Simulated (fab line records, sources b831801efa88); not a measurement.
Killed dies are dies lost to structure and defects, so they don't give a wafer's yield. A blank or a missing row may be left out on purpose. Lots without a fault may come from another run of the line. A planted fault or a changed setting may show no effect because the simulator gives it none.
A struck lot beside a sound one | flow sky130 | 15 steps out of a route of 708
Sound: wafers L716.4, L716.5, L716.6. Struck: wafers L727.4, L727.6. (L727.3 of the same lot was not struck and is left out.) The cause comes at the end.
At each step with rows: each side's tool, then ch and its chambers, then its first start. Under that, the readings that differ: sound wafers | struck wafers | difference of the means | sigmas: that difference in standard deviations of wafers without a fault.
alike: readings whose means differ by less than 2 such deviations, and words and numbers that are the same on both sides. not compared: withheld readings, readings that some wafer has no value for, bounds like >300 that may hide the same value, and numbers for which the record gives no deviation and whose values overlap.
The two part at a step that has a row with sigmas, a row that says differs or no value, or rows on one side only. Numbers that don't overlap but have no deviation are shown without sigmas and don't part them. A reading that every wafer of one side lacks parts them only if that side has two wafers or more.

SKY_VIA2_CMP_02: polishes SiO2.
  sound on cmp-01 ch 1,2, day 36 17:35; struck on cmp-01 ch 2, day 40 19:33
  alike: motor_current_A
SKY_VIA2_BOW_MEAS_03:
  sound on film_metro-04, day 36 17:56; struck on film_metro-02, day 40 19:53
  alike: VIA2_BOW
then, 8 steps without rows for these wafers: SKY_VIA2_DEHYDRATE_04 (time 60 s); SKY_VIA2_HMDS_05 (prime time 60 s); SKY_VIA2_COAT_06 (resist thk 60 nm); SKY_VIA2_COAT_07 (resist thk 450 nm); SKY_VIA2_SOFTBAKE_08 (time 90 s); SKY_VIA2_EXPOSE_09 (exposes mask VIM2, target cd 200 nm); SKY_VIA2_PEB_10; SKY_VIA2_DEVELOP_11 (develop time 60 s).
SKY_VIA2_CD_MEAS_12: target cd 200 nm.
  sound on cd_sem-02, day 37 20:10; struck on cd_sem-02, day 41 19:56
  alike: cd_nm
SKY_VIA2_OVL_MEAS_13:
  sound on overlay-01, day 37 20:14; struck on overlay-02, day 41 20:02
  alike: VIA2_OVL
SKY_VIA2_ETCH_14: etches BARC in N2/H2, stops on SiO2, time 45.9 s, target depth 60 nm.
  sound on rie_diel-04 ch 1,2,3, day 37 20:17; struck on rie_diel-01 ch 1, day 41 20:04
  reading                                     | sound           | struck    | difference | sigmas
  model.KrF-thick_of_VIA2_COAT_07.thk_nm (nm) | 391.4 392 390.1 | 399.6 399 | +8.1       |
  alike: drypump_motor_current_A, h2_flow_sccm, n2_flow_sccm, oes_product_au, throttle_valve_pct
  not compared: rf_hours_counter_h
SKY_VIA2_ETCH_15: etches SiO2 in C4F8/O2/Ar, stops on TiN, target depth 546 nm, time 84 s.
  sound on rie_diel-04 ch 1,2,3, day 37 20:20; struck on rie_diel-01 ch 1, day 41 20:06
  reading                                     | sound         | struck    | difference | sigmas
  model.KrF-thick_of_VIA2_COAT_07.thk_nm (nm) | 282.1 281 280 | 289.9 290 | +8.9       |
  alike: oes_product_au
  not compared: rf_hours_counter_h
SKY_VIA2_STRIP_16: strips in O2/N2.
  sound on plasma_asher-01 ch 0,1, day 37 20:24; struck on plasma_asher-03 ch 0, day 41 20:12
  reading                      | sound             | struck      | difference | sigmas
  drypump_motor_current_A (A)  | 5.4 5.4 4.9       | 6.2 6.2     | +1.0       | +2
  strip_time_to_endpoint_s (s) | 4.040 4.018 4.023 | 4.096 4.127 | +0.084     | +3
  alike: n2_flow_sccm, oes_product_au
  not compared: rf_hours_counter_h

WHERE THEY PART
Only at SKY_VIA2_STRIP_16, within this record.

WHY: what the simulator had put in
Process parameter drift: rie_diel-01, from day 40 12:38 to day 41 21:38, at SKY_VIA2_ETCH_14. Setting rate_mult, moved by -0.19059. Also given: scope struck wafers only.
